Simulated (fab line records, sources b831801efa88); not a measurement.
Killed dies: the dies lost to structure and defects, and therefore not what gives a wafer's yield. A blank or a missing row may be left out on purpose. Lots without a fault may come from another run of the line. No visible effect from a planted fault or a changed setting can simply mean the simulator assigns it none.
Which tool was responsible? :: flow gf180mcu :: 7 lots (21 wafers sampled), 1 step of a 602-step route

## WHAT THE GAUGES SHOWED, per wafer
GF_STI_THK_MEAS_22.
lot: L217
measured: day 2 09:21
on: filmMetro-04
STI_OXIDATION_01_THK (nm): 15.07 15.11 14.95

lot: L219
measured: day 2 19:59
on: filmMetro-03
STI_OXIDATION_01_THK (nm): 15.01 14.97 14.97

lot: L221
measured: day 3 06:50
on: filmMetro-02
STI_OXIDATION_01_THK (nm): 15.25 15.40 15.34

lot: L228
measured: day 4 15:38
on: filmMetro-03
STI_OXIDATION_01_THK (nm): 15.04 14.87 15.14

lot: L230
measured: day 5 04:05
on: filmMetro-04
STI_OXIDATION_01_THK (nm): 15.28 15.22 15.38

lot: L232
measured: day 5 13:43
on: filmMetro-03
STI_OXIDATION_01_THK (nm): 15.41 15.35 15.50

lot: L238
measured: day 6 20:41
on: filmMetro-03
STI_OXIDATION_01_THK (nm): 15.07 15.03 15.13

## WHAT TOOL EACH LOT RAN ON (gives the tool, then ch and the chambers of the sampled wafers, and finally the start)
The record shows no process step preceding these readings.

## THE ANSWER, worked out from the rows above alone
Rule: the lots themselves supply what counts as usual. The widest of any qualifying gaps counts: lots, ordered by their means at a reading, are off when they make up no more than a third of the lots, leave a main group of 4 or more, and stand apart from it by 3 or more times the standard deviation of that group's means. A main group whose means are all the same, to the digits that the tables above print for the reading, isn't used. Also off: a lot with no number at a reading for which 4 or more lots have one. Any other lot the step has rows for is counted as sound.
No lot is off at any reading shown: from this, nothing can be told.

## WHAT HAD BEEN PUT IN BY THE SIMULATOR
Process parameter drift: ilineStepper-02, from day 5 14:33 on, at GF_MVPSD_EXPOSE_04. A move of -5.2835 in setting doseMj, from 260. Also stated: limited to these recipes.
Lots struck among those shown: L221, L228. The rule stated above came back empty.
